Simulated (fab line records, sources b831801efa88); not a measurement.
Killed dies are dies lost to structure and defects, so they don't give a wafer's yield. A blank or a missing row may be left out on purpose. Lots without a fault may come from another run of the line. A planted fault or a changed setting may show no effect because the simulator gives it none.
fab line records | flow gf180mcu
record lots=24 wafers=72 last_day=34
route steps=602 shown M5@537 V5@556 TOP_METAL@569 PASSIVATION@588
lots that met no fault: from a run of the same line without faults
start_h: hours from the record's first day to the start of the lot's first wafer shown | wait_h: hours since the lot's step before | " the same as in the row above | L1.1+2: a row that stands for several wafers | - no value, or no start given | * or withheld: withheld | < > ~ a bound
route shown NAME@n: a module of which the file shows steps, and the number in the route of the first | usual: mean/standard deviation of fault-free wafers | same: alike in all rows | chamber/n: place in a boat | sites: the reading at each site | _std_site: their standard deviation | _edge_site: outer sites' mean less inner sites' | radius_mm: how far each site lies from the wafer's centre | mask NAME#n: copy n | behind: the tool/chamber that last shaped the wafer | hold: why the lot was held/for how many hours/how that ended | device: the transistor (n, p or np) that didn't switch | end of line: the same wafers' tests at the end of the route | a step without rows: its recipe alone | killed: dies lost to structure and defects at the first sort, not the wafer's yield | map: a wafer's dies, x killed, . not, _ none there
set.NAME: the setting as run; set.NAME@STEP: as run at that earlier step | model.NAME: the simulator's own value behind a step, which no gauge read
steps of the route over a sample of lots; a table a step, a row a wafer
services: from which hour (start_h, from the record's first day; less than 0 if before it) a tool's chamber was out of use, for how many hours, and why
## steps
# step GF_M5_STRIP_11
# recipe chemistry=O2/N2 power_w=1400 pressure_mtorr=1500 platen_temp_c=250 o2_flow_sccm=3000 n2_flow_sccm=300 overash_fraction=0.5
# usual drypump_motor_current_A=5.5/0.57 heater_power_w=361/39 oes_product_au=0.523/0.0046 strip_time_to_endpoint_s=7.03/0.043
# columns lot.wafer tool chamber start_h wait_h drypump_motor_current_A heater_power_w oes_product_au rf_hours_counter_h strip_time_to_endpoint_s
L074.2 plasma_asher-04 1 613.07 0.1 6.2 434 0.513 97 7.02
L074.3 " 1 " " 6.2 421 0.525 - 7.04
L074.6 " 1 " " 6.2 424 0.526 - 7.01
L075.2 plasma_asher-04 1 613.77 0.1 6.2 435 0.523 97 6.98
L075.3 " 0 " " 4.9 376 0.519 - 7.02
L075.4 " 1 " " 6.2 434 0.520 - 6.96
L076.1 plasma_asher-04 1 621.80 0.1 6.2 424 0.513 98 7.06
L076.5 " 0 " " 4.9 379 0.522 - 7.05
L076.6 " 1 " " 6.2 422 0.528 - 7.13
L077.3 plasma_asher-03 0 630.22 0.2 5.9 341 0.519 - 7.01
L077.4 " 1 " " 4.7 311 0.515 - 7.02
L077.6 " 0 " " 5.9 336 0.521 - 7.00
L078.2 plasma_asher-02 1 638.22 0.1 5.1 343 0.526 54 7.11
L078.4 " 1 " " 5.1 338 0.525 - 7.08
L078.6 " 1 " " 5.1 341 0.517 - 7.06
L080.3 plasma_asher-03 1 657.46 0.1 4.7 306 0.522 - 7.01
L080.4 " 0 " " 5.9 341 0.522 - 7.04
L080.5 " 1 " " 4.7 305 0.524 - 7.02
L079.2 plasma_asher-02 0 658.97 0.1 6.1 387 0.518 56 7.03
L079.5 " 1 " " 5.1 348 0.514 - 7.02
L079.6 " 0 " " 6.1 387 0.525 - 7.04
L081.3 plasma_asher-02 1 665.24 0.1 5.1 344 0.521 - 7.03
L081.5 " 0 " " 6.1 393 0.526 - 7.02
L081.6 " 1 " " 5.1 338 0.518 - 7.02
L082.2 plasma_asher-02 0 668.72 0.1 6.1 387 0.520 57 7.05
L082.3 " 0 " " 6.1 404 0.524 - 7.07
L082.5 " 1 " " 5.1 345 0.522 - 7.06
L083.2 plasma_asher-03 0 683.77 0.1 6.0 333 0.527 92 7.01
L083.3 " 0 " " 5.9 333 0.521 - 7.05
L083.6 " 0 " " 5.9 337 0.515 - 7.05
L084.3 plasma_asher-03 1 689.00 0.1 4.7 310 0.525 - 6.99
L084.5 " 1 " " 4.7 302 0.521 - 7.00
L084.6 " 0 " " 5.9 347 0.525 - 7.01
L085.1 plasma_asher-04 0 695.87 0.1 4.9 378 0.522 105 6.95
L085.3 " 0 " " 4.9 382 0.521 - 6.98
L085.6 " 1 " " 6.2 428 0.528 - 6.96
L086.1 plasma_asher-03 0 702.71 0.1 6.0 336 0.516 94 6.96
L086.5 " 0 " " 6.0 334 0.527 - 7.02
L086.6 " 1 " " 4.7 301 0.529 - 7.01
L087.1 plasma_asher-03 0 711.11 0.1 5.9 336 0.524 95 7.07
L087.5 " 1 " " 4.7 300 0.530 - 7.09
L087.6 " 0 " " 5.9 329 0.518 - 7.03
L088.3 plasma_asher-04 0 712.86 0.2 4.9 375 0.528 - 7.10
L088.4 " 1 " " 6.2 438 0.522 - 7.12
L088.6 " 0 " " 4.9 385 0.529 - 7.08
L089.1 plasma_asher-04 1 724.17 0.1 6.2 415 0.519 108 6.91
L089.5 " 0 " " 4.9 369 0.520 - 6.98
L089.6 " 1 " " 6.2 431 0.529 - 6.92
L090.3 plasma_asher-02 1 734.13 0.2 5.1 346 0.523 - 6.99
L090.5 " 0 " " 6.1 384 0.522 - 7.00
L090.6 " 1 " " 5.1 333 0.518 - 6.99
L091.4 plasma_asher-02 0 738.83 0.1 6.1 389 0.527 - 7.05
L091.5 " 1 " " 5.1 341 0.524 - 7.04
L091.6 " 0 " " 6.1 390 0.529 - 7.08
L092.3 plasma_asher-02 0 743.51 0.1 6.1 393 0.523 - 7.06
L092.4 " 1 " " 5.1 336 0.527 - 7.07
L092.6 " 0 " " 6.0 393 0.524 - 7.05
L094.2 plasma_asher-02 1 747.35 0.2 5.1 340 0.526 66 7.05
L094.5 " 1 " " 5.1 348 0.531 - 7.01
L094.6 " 0 " " 6.1 399 0.516 - 7.00
L093.1 plasma_asher-03 0 752.15 0.2 5.9 338 0.518 100 7.08
L093.3 " 0 " " 5.9 341 0.527 - 7.06
L093.5 " 1 " " 4.7 307 0.522 - 7.09
L095.2 plasma_asher-02 0 755.82 0.1 6.1 399 0.530 67 7.07
L095.5 " 1 " " 5.1 347 0.523 - 7.06
L095.6 " 0 " " 6.0 394 0.523 - 7.08
L096.1 plasma_asher-02 1 764.60 0.2 5.1 347 0.515 67 7.06
L096.4 " 0 " " 6.1 397 0.523 - 7.06
L096.5 " 1 " " 5.2 341 0.521 - 7.06
L097.1 plasma_asher-03 0 766.97 0.1 5.9 335 0.525 102 7.06
L097.4 " 1 " " 4.7 305 0.520 - 7.06
L097.5 " 0 " " 6.0 342 0.526 - 7.04
# step GF_V5_ETCH_16
# recipe chemistry=N2/H2 target_depth_a=withheld overetch_a=withheld time_s=withheld target=BARC ion_energy_ev=200 source_w=500 bias_w=100 pressure_mtorr=30 n2_flow_sccm=100 h2_flow_sccm=200
# usual drypump_motor_current_A=5.9/0.33 oes_product_au=0.855/0.0047 rf_fwd_power_W=494.8/2 throttle_valve_pct=13.225/0.009
# columns lot.wafer tool chamber start_h wait_h drypump_motor_current_A oes_product_au rf_fwd_power_W throttle_valve_pct
L074.2 rie_diel-03 2 634.72 0.0 5.1 0.857 492.7 13.234
L074.3 " 1 " " 6.3 0.858 496.6 13.224
L074.6 " 1 " " 6.4 0.859 496.4 13.221
L075.2 rie_diel-04 0 635.07 0.0 5.9 0.845 492.5 13.234
L075.3 " 2 " " 6.2 0.855 495.4 13.225
L075.4 " 3 " " 5.6 0.857 493.6 13.219
L076.1 rie_diel-03 0 643.37 0.0 5.9 0.862 496.8 13.227
L076.5 " 2 " " 5.2 0.849 495.7 13.230
L076.6 " 0 " " 5.9 0.857 494.6 13.210
L077.3 rie_diel-03 0 651.22 0.0 6.0 0.855 495.6 13.215
L077.4 " 3 " " 5.6 0.862 494.3 13.235
L077.6 " 0 " " 5.9 0.857 495.7 13.241
L078.2 rie_diel-03 3 659.48 0.0 5.6 0.857 494.6 13.215
L078.4 " 1 " " 6.4 0.850 495.8 13.228
L078.6 " 0 " " 5.9 0.847 495.3 13.239
L080.3 rie_diel-02 0 678.22 0.0 6.1 0.852 497.3 13.216
L080.4 " 3 " " 6.2 0.860 494.3 13.227
L080.5 " 1 " " 5.7 0.854 496.7 13.229
L079.2 rie_diel-04 1 679.23 0.0 5.8 0.856 494.0 13.222
L079.5 " 1 " " 5.8 0.854 496.5 13.218
L079.6 " 2 " " 6.2 0.853 495.9 13.219
L081.3 rie_diel-04 2 686.07 0.0 6.2 0.857 494.9 13.218
L081.5 " 0 " " 6.0 0.865 491.4 13.228
L081.6 " 1 " " 5.8 0.853 495.2 13.245
L082.2 rie_diel-02 1 688.92 0.0 5.7 0.850 496.1 13.234
L082.3 " 0 " " 6.1 0.862 495.7 13.229
L082.5 " 3 " " 6.2 0.852 498.5 13.224
L083.2 rie_diel-04 0 703.19 0.0 6.0 0.858 491.9 13.225
L083.3 " 1 " " 5.8 0.851 493.6 13.224
L083.6 " 1 " " 5.8 0.860 496.0 13.234
L084.3 rie_diel-04 1 708.27 0.0 5.8 0.855 493.9 13.238
L084.5 " 1 " " 5.8 0.850 495.5 13.233
L084.6 " 0 " " 6.0 0.855 491.5 13.228
L085.1 rie_diel-03 1 715.73 0.0 6.4 0.863 493.0 13.227
L085.3 " 3 " " 5.6 0.861 492.6 13.221
L085.6 " 3 " " 5.6 0.847 489.8 13.223
L086.1 rie_diel-03 2 722.27 0.0 5.1 0.863 493.6 13.230
L086.5 " 3 " " 5.6 0.848 495.8 13.222
L086.6 " 1 " " 6.4 0.849 496.5 13.224
L087.1 rie_diel-02 0 729.92 0.0 6.0 0.861 495.6 13.225
L087.5 " 0 " " 6.1 0.858 495.3 13.236
L087.6 " 1 " " 5.7 0.853 496.8 13.214
L088.3 rie_diel-03 1 731.47 0.0 6.3 0.856 495.0 13.235
L088.4 " 1 " " 6.4 0.854 495.2 13.221
L088.6 " 3 " " 5.6 0.861 494.7 13.238
L089.1 rie_diel-03 0 742.68 0.0 6.0 0.856 491.0 13.223
L089.5 " 0 " " 5.9 0.858 493.4 13.229
L089.6 " 3 " " 5.6 0.846 494.2 13.212
L090.3 rie_diel-04 1 752.42 0.0 5.8 0.851 494.3 13.217
L090.5 " 1 " " 5.8 0.856 494.1 13.223
L090.6 " 2 " " 6.2 0.851 496.0 13.221
L091.4 rie_diel-02 3 757.08 0.0 6.2 0.858 496.0 13.225
L091.5 " 1 " " 5.7 0.851 496.2 13.228
L091.6 " 2 " " 5.7 0.865 494.8 13.218
L092.3 rie_diel-02 3 761.86 0.0 6.2 0.856 497.3 13.229
L092.4 " 0 " " 6.1 0.849 496.1 13.222
L092.6 " 2 " " 5.7 0.851 499.1 13.227
L094.2 rie_diel-04 0 765.11 0.0 6.0 0.852 493.2 13.219
L094.5 " 1 " " 5.8 0.851 495.1 13.213
L094.6 " 0 " " 6.0 0.855 492.3 13.222
L093.1 rie_diel-02 0 769.83 0.0 6.1 0.860 496.4 13.229
L093.3 " 1 " " 5.7 0.857 494.2 13.236
L093.5 " 3 " " 6.2 0.860 497.3 13.194
L095.2 rie_diel-02 3 773.38 0.0 6.2 0.854 496.3 13.220
L095.5 " 1 " " 5.7 0.858 498.1 13.205
L095.6 " 2 " " 5.7 0.855 495.3 13.213
L096.1 rie_diel-04 0 782.26 0.0 6.0 0.855 493.4 13.219
L096.4 " 1 " " 5.8 0.849 491.3 13.226
L096.5 " 0 " " 6.0 0.862 490.9 13.227
L097.1 rie_diel-04 2 783.97 0.0 6.2 0.863 497.7 13.227
L097.4 " 0 " " 6.0 0.859 491.8 13.196
L097.5 " 1 " " 5.8 0.851 496.4 13.224
# step GF_V5_THK_MEAS_25
# recipe thk_meas_gauge=xrf reads=W_of_V5_CVD_23
# usual V5_W_THK=362/5.7
# columns lot.wafer tool chamber start_h wait_h V5_W_THK[nm]
L074.2 film_metro-01 - 635.74 0.1 363
L074.3 " - " " 369
L074.6 " - " " 371
L075.2 film_metro-03 - 636.10 0.1 358
L075.3 " - " " 362
L075.4 " - " " 363
L076.1 film_metro-01 - 644.43 0.1 366
L076.5 " - " " 368
L076.6 " - " " 370
L077.3 film_metro-03 - 652.26 0.1 359
L077.4 " - " " 358
L077.6 " - " " 360
L078.2 film_metro-02 - 660.51 0.1 354
L078.4 " - " " 353
L078.6 " - " " 349
L080.3 film_metro-03 - 679.27 0.1 357
L080.4 " - " " 369
L080.5 " - " " 356
L079.2 film_metro-03 - 680.29 0.1 366
L079.5 " - " " 365
L079.6 " - " " 353
L081.3 film_metro-03 - 687.13 0.1 370
L081.5 " - " " 374
L081.6 " - " " 370
L082.2 film_metro-02 - 689.98 0.1 350
L082.3 " - " " 358
L082.5 " - " " 354
L083.2 film_metro-02 - 704.25 0.1 355
L083.3 " - " " 353
L083.6 " - " " 356
L084.3 film_metro-03 - 709.34 0.1 360
L084.5 " - " " 358
L084.6 " - " " 365
L085.1 film_metro-03 - 716.85 0.1 359
L085.3 " - " " 359
L085.6 " - " " 361
L086.1 film_metro-02 - 723.30 0.1 359
L086.5 " - " " 355
L086.6 " - " " 361
L087.1 film_metro-02 - 731.28 0.1 356
L087.5 " - " " 353
L087.6 " - " " 358
L088.3 film_metro-03 - 732.51 0.1 360
L088.4 " - " " 367
L088.6 " - " " 368
L089.1 film_metro-01 - 744.05 0.1 360
L089.5 " - " " 362
L089.6 " - " " 356
L090.3 film_metro-03 - 753.55 0.1 370
L090.5 " - " " 364
L090.6 " - " " 358
L091.4 film_metro-03 - 758.34 0.1 361
L091.5 " - " " 362
L091.6 " - " " 367
L092.3 film_metro-02 - 763.01 0.1 360
L092.4 " - " " 355
L092.6 " - " " 359
L094.2 film_metro-03 - 766.14 0.1 366
L094.5 " - " " 370
L094.6 " - " " 363
L093.1 film_metro-03 - 770.96 0.1 368
L093.3 " - " " 366
L093.5 " - " " 368
L095.2 film_metro-03 - 774.42 0.1 364
L095.5 " - " " 361
L095.6 " - " " 370
L096.1 film_metro-02 - 783.28 0.1 362
L096.4 " - " " 355
L096.5 " - " " 365
L097.1 film_metro-03 - 785.14 0.1 367
L097.4 " - " " 364
L097.5 " - " " 365
# step GF_TOP_METAL_SPUTTER_02
# recipe material=AlCu target_thk_nm=900 power_w=10600 chamber_pressure_pa=0.3 substrate_temp_c=250 gas=Ar time_s=47.82
# usual throttle_valve_pct=30.8/0.75
# columns lot.wafer tool chamber start_h wait_h throttle_valve_pct
L074.2 pvd_sputter-03 - 636.22 0.0 31.1
L074.3 " - " " 29.3
L074.6 " - " " 29.3
L075.2 pvd_sputter-01 - 636.58 0.0 30.6
L075.3 " - " " 30.6
L075.4 " - " " 30.5
L076.1 pvd_sputter-01 - 644.92 0.0 30.8
L076.5 " - " " 30.8
L076.6 " - " " 30.3
L077.3 pvd_sputter-04 - 652.73 0.0 30.7
L077.4 " - " " 30.6
L077.6 " - " " 30.9
L078.2 pvd_sputter-01 - 660.99 0.0 32.8
L078.4 " - " " 30.7
L078.6 " - " " 30.7
L080.3 pvd_sputter-04 - 679.74 0.0 30.9
L080.4 " - " " 31.1
L080.5 " - " " 31.3
L079.2 pvd_sputter-04 - 680.77 0.0 30.6
L079.5 " - " " 30.9
L079.6 " - " " 30.9
L081.3 pvd_sputter-04 - 687.61 0.0 30.9
L081.5 " - " " 31.3
L081.6 " - " " 30.8
L082.2 pvd_sputter-04 - 690.46 0.0 31.0
L082.3 " - " " 30.6
L082.5 " - " " 30.6
L083.2 pvd_sputter-04 - 704.73 0.0 30.8
L083.3 " - " " 31.1
L083.6 " - " " 30.8
L084.3 pvd_sputter-01 - 710.10 0.0 32.7
L084.5 " - " " 30.9
L084.6 " - " " 30.4
L085.1 pvd_sputter-04 - 717.34 0.0 30.9
L085.3 " - " " 30.9
L085.6 " - " " 31.0
L086.1 pvd_sputter-01 - 723.79 0.0 32.5
L086.5 " - " " 32.5
L086.6 " - " " 30.8
L087.1 pvd_sputter-04 - 731.77 0.0 31.0
L087.5 " - " " 30.9
L087.6 " - " " 30.6
L088.3 pvd_sputter-03 - 732.98 0.0 31.3
L088.4 " - " " 29.3
L088.6 " - " " 29.5
L089.1 pvd_sputter-03 - 744.76 0.0 31.5
L089.5 " - " " 29.4
L089.6 " - " " 29.5
L090.3 pvd_sputter-03 - 754.08 0.0 31.1
L090.5 " - " " 31.5
L090.6 " - " " 30.7
L091.4 pvd_sputter-04 - 758.80 0.0 31.4
L091.5 " - " " 31.1
L091.6 " - " " 30.8
L092.3 pvd_sputter-01 - 763.49 0.0 32.8
L092.4 " - " " 30.6
L092.6 " - " " 30.7
L094.2 pvd_sputter-04 - 766.62 0.0 30.9
L094.5 " - " " 30.8
L094.6 " - " " 31.1
L093.1 pvd_sputter-01 - 771.45 0.0 30.8
L093.3 " - " " 30.8
L093.5 " - " " 30.8
L095.2 pvd_sputter-04 - 774.90 0.0 30.8
L095.5 " - " " 31.3
L095.6 " - " " 30.7
L096.1 pvd_sputter-03 - 783.77 0.0 31.2
L096.4 " - " " 30.6
L096.5 " - " " 29.3
L097.1 pvd_sputter-04 - 785.63 0.0 30.8
L097.4 " - " " 30.8
L097.5 " - " " 30.8
# step GF_TOP_METAL_CD_MEAS_14
# recipe target_cd_nm=440
# usual cd_nm=439.9/2.3
# columns lot.wafer tool chamber start_h wait_h cd_nm
L074.2 cd_sem-02 - 656.36 0.1 441.5
L074.3 " - " " 443.9
L074.6 " - " " 439.1
L075.2 cd_sem-01 - 656.79 0.1 442.9
L075.3 " - " " 439.9
L075.4 " - " " 437.0
L076.1 cd_sem-01 - 664.67 0.1 445.2
L076.5 " - " " 445.7
L076.6 " - " " 445.9
L077.3 cd_sem-01 - 672.31 0.1 439.4
L077.4 " - " " 438.2
L077.6 " - " " 438.8
L078.2 cd_sem-02 - 679.86 0.1 437.9
L078.4 " - " " 437.9
L078.6 " - " " 437.1
L080.3 cd_sem-01 - 698.97 0.1 441.9
L080.4 " - " " 440.6
L080.5 " - " " 440.5
L079.2 cd_sem-01 - 699.25 0.1 439.6
L079.5 " - " " 439.1
L079.6 " - " " 441.7
L081.3 cd_sem-01 - 706.43 0.1 437.4
L081.5 " - " " 441.4
L081.6 " - " " 440.0
L082.2 cd_sem-01 - 708.80 0.1 440.8
L082.3 " - " " 440.4
L082.5 " - " " 439.3
L083.2 cd_sem-01 - 723.04 0.1 439.2
L083.3 " - " " 438.4
L083.6 " - " " 439.2
L084.3 cd_sem-01 - 727.52 0.1 441.7
L084.5 " - " " 444.1
L084.6 " - " " 442.2
L085.1 cd_sem-01 - 735.44 0.2 439.1
L085.3 " - " " 439.1
L085.6 " - " " 439.9
L086.1 cd_sem-02 - 741.23 0.1 440.0
L086.5 " - " " 441.1
L086.6 " - " " 441.2
L087.1 cd_sem-02 - 749.01 0.1 438.4
L087.5 " - " " 439.1
L087.6 " - " " 440.7
L088.3 cd_sem-01 - 750.60 0.1 441.1
L088.4 " - " " 442.8
L088.6 " - " " 441.3
L089.1 cd_sem-02 - 761.51 0.1 440.9
L089.5 " - " " 442.1
L089.6 " - " " 440.5
L090.3 cd_sem-01 - 770.65 0.1 435.9
L090.5 " - " " 437.4
L090.6 " - " " 438.2
L091.4 cd_sem-02 - 775.29 0.1 437.6
L091.5 " - " " 439.3
L091.6 " - " " 438.1
L092.3 cd_sem-02 - 779.50 0.1 438.8
L092.4 " - " " 436.7
L092.6 " - " " 438.4
L094.2 cd_sem-02 - 783.10 0.1 434.7
L094.5 " - " " 437.0
L094.6 " - " " 435.8
L093.1 cd_sem-01 - 787.09 0.1 440.7
L093.3 " - " " 441.5
L093.5 " - " " 442.5
L095.2 cd_sem-01 - 790.61 0.1 437.4
L095.5 " - " " 437.1
L095.6 " - " " 436.4
L096.1 cd_sem-01 - 799.64 0.1 439.6
L096.4 " - " " 440.9
L096.5 " - " " 437.2
L097.1 cd_sem-01 - 801.21 0.1 441.5
L097.4 " - " " 439.0
L097.5 " - " " 438.6
# step GF_PASSIVATION_THK_MEAS_01
# recipe reads=SiO2_of_PASSIVATION_CVD_00
# usual PASSIVATION_CVD_00_THK=1003/12
# columns lot.wafer tool chamber start_h wait_h PASSIVATION_CVD_00_THK[nm]
L074.2 film_metro-02 - 657.31 0.0 989
L074.3 " - " " 1003
L074.6 " - " " 1021
L075.2 film_metro-04 - 657.74 0.0 1005
L075.3 " - " " 982
L075.4 " - " " 1019
L076.1 film_metro-04 - 666.03 0.0 1001
L076.5 " - " " 1026
L076.6 " - " " 992
L077.3 film_metro-02 - 673.28 0.1 1003
L077.4 " - " " 1006
L077.6 " - " " 1006
L078.2 film_metro-01 - 680.81 0.0 996
L078.4 " - " " 1009
L078.6 " - " " 1017
L080.3 film_metro-04 - 699.95 0.1 1010
L080.4 " - " " 998
L080.5 " - " " 1021
L079.2 film_metro-04 - 700.21 0.0 1014
L079.5 " - " " 1026
L079.6 " - " " 1009
L081.3 film_metro-01 - 707.37 0.1 982
L081.5 " - " " 1010
L081.6 " - " " 1002
L082.2 film_metro-01 - 709.76 0.0 1003
L082.3 " - " " 992
L082.5 " - " " 1022
L083.2 film_metro-02 - 724.18 0.0 999
L083.3 " - " " 987
L083.6 " - " " 1028
L084.3 film_metro-01 - 728.46 0.1 1001
L084.5 " - " " 1006
L084.6 " - " " 1024
L085.1 film_metro-02 - 736.67 0.0 984
L085.3 " - " " 999
L085.6 " - " " 1011
L086.1 film_metro-01 - 742.22 0.0 1003
L086.5 " - " " 1002
L086.6 " - " " 1014
L087.1 film_metro-04 - 750.17 0.0 999
L087.5 " - " " 1025
L087.6 " - " " 1018
L088.3 film_metro-02 - 751.78 0.1 989
L088.4 " - " " 1008
L088.6 " - " " 1000
L089.1 film_metro-01 - 762.67 0.0 997
L089.5 " - " " 1021
L089.6 " - " " 1005
L090.3 film_metro-04 - 771.79 0.1 987
L090.5 " - " " 997
L090.6 " - " " 1000
L091.4 film_metro-04 - 776.25 0.0 1008
L091.5 " - " " 1026
L091.6 " - " " 1011
L092.3 film_metro-04 - 780.44 0.1 989
L092.4 " - " " 1015
L092.6 " - " " 1007
L094.2 film_metro-02 - 784.05 0.0 991
L094.5 " - " " 1008
L094.6 " - " " 1016
L093.1 film_metro-02 - 788.08 0.0 996
L093.3 " - " " 999
L093.5 " - " " 1009
L095.2 film_metro-02 - 791.59 0.0 993
L095.5 " - " " 991
L095.6 " - " " 989
L096.1 film_metro-01 - 800.63 0.0 985
L096.4 " - " " 1002
L096.5 " - " " 1021
L097.1 film_metro-04 - 802.18 0.0 994
L097.4 " - " " 1026
L097.5 " - " " 1011
## services
# columns tool chamber start_h hours kind
rie_diel-02 3 593.62 20.9 repair
pvd_sputter-03 - 594.66 24.6 repair
rie_diel-03 3 604.09 9.3 repair
plasma_asher-02 - 623.78 0.6 repair
plasma_asher-02 - 625.72 2.8 pm
rie_diel-02 2 626.34 8.0 repair
rie_diel-04 1 647.04 8.9 repair
pvd_sputter-04 3 660.89 - consumable_replace:kit
pvd_sputter-04 3 660.89 18.0 scheduled_down
pvd_sputter-04 3 660.89 18.0 vent_cycle
rie_diel-03 0 664.86 7.5 repair
rie_diel-03 2 665.52 1.5 repair
rie_diel-03 - 665.53 2.8 pm
rie_diel-02 2 669.66 23.0 repair
rie_diel-03 - 677.72 2.0 repair
pvd_sputter-04 - 719.15 1.1 repair
rie_diel-03 2 722.79 1.2 repair
rie_diel-04 2 729.38 4.3 repair
plasma_asher-04 - 733.75 9.0 pm
plasma_asher-04 - 743.81 0.6 repair
rie_diel-04 3 753.16 3.3 repair
pvd_sputter-03 - 754.93 12.0 repair
rie_diel-03 1 765.91 12.8 repair
rie_diel-02 - 780.42 2.8 pm
## key
fault none
